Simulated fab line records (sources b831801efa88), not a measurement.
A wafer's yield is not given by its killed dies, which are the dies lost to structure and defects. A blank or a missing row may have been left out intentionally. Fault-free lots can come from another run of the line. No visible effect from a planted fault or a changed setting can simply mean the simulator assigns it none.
8D (eight disciplines) problem report, filled in by code / flow sky130 / the parts of the form that need people (team, actions taken, sign-off) are left out

== 1. WHAT IS WRONG ==
At SKY_SD_N_CD_MEAS_07, cd_nm averages 458.5 nm over 9 wafers from 3 lots, while fault-free wafers read 380.4 nm, standard deviation 2.5. Relative to the usual mean, that is a shift of +31 standard deviations.
The step: target cd 380 nm.
Earliest sighting: wafer L697.1 on cd_sem-01 at day 31 02:46. Wafers with a number at this step in the record: 45, from 15 lots. By rule, "out" or "out of limits" means more than 4 standard deviations away from the usual mean. Any other wafer with a number is counted as sound.

== 2. WHAT THIS IS AND IS NOT ==
question=which readings at this step | is=cd_nm | is not=-
question=which lots | is=L697, L699, L700 | is not=L690, L691, L702, L704, L706, L707, L708, L709, L710, L711, L712, L713
question=which wafers of those lots | is=all that have a number | is not=-
question=read on which gauges | is=cd_sem-01, cd_sem-02 | is not=-
question=when | is=from day 31 02:46 | is not=up to then (6 sound wafers); but 30 sound wafers of L702, L704, L706, L707, L708, L709, L710, L711, L712, L713 came after

== 3. WHAT RULES OUT EACH SUSPECT ==
Counting: a tool at any process step up to the reading remains a suspect when it ran all the lots that are out and ran no sound lot after the first of those.
- the gauge at SKY_SD_N_CD_MEAS_07: ruled out. The wafers that are out were read on 2 gauges (cd_sem-01, cd_sem-02).
- litho_track-04 at SKY_SD_N_COAT_02 (resist thk 1140 nm): ruled out as a lasting fault. The sound lots L712 went through it after L697, its earliest lot that is out (day 30 12:28).
Left after counting: nothing in the record.

== 4. THE CAUSE (what the simulator had put in) ==
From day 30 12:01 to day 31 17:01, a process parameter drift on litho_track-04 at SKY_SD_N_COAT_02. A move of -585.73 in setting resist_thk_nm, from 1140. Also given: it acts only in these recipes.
It was ruled out by counting, in error; the rule expects a fault to strike all lots run on its tool from its start on, and this fault did not.

== 5. SEQUENCE OF EFFECTS, ordered by route ==
One row per reading whose mean, taken over the struck wafers that have a number, lies over 3 standard deviations from the usual. Only readings whose record carries a usual standard deviation are examined. hours: median over the lots of the time between each lot's start at the first step of this table that gives one and its start at this step. sigmas: the change, counted in usual standard deviations.
hours=0; step=SKY_SD_N_CD_MEAS_07; reading=cd_nm; usual=380.4 nm; on struck wafers=458.5; change=+78.1; sigmas=+31
hours=0; step=SKY_SD_N_STRIP_11; reading=oes_product_au; usual=0.528 a.u.; on struck wafers=0.444; change=-0.084; sigmas=-21
hours=0; step=SKY_SD_N_STRIP_11; reading=strip_time_to_endpoint_s; usual=22.54 s; on struck wafers=15.86; change=-6.68; sigmas=-99 or more
It contains these process steps:
- SKY_SD_N_STRIP_11: strips in O2/N2.
At these later measuring or inspecting steps, every struck wafer for which the step has a row has a number for every such reading, and none has moved that far: SKY_LI_CONTACT_THK_MEAS_01.

== 6. WHAT WOULD HAVE CAUGHT IT SOONER ==
The first out-of-limits reading at a measuring or inspecting step in this record came at day 31 02:46, 15 hours after the fault's start at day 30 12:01.
No tool reading at SKY_SD_N_COAT_02 that has a usual standard deviation in the record was out on any struck wafer, so an alarm limit of 4 standard deviations on those readings would not have fired.
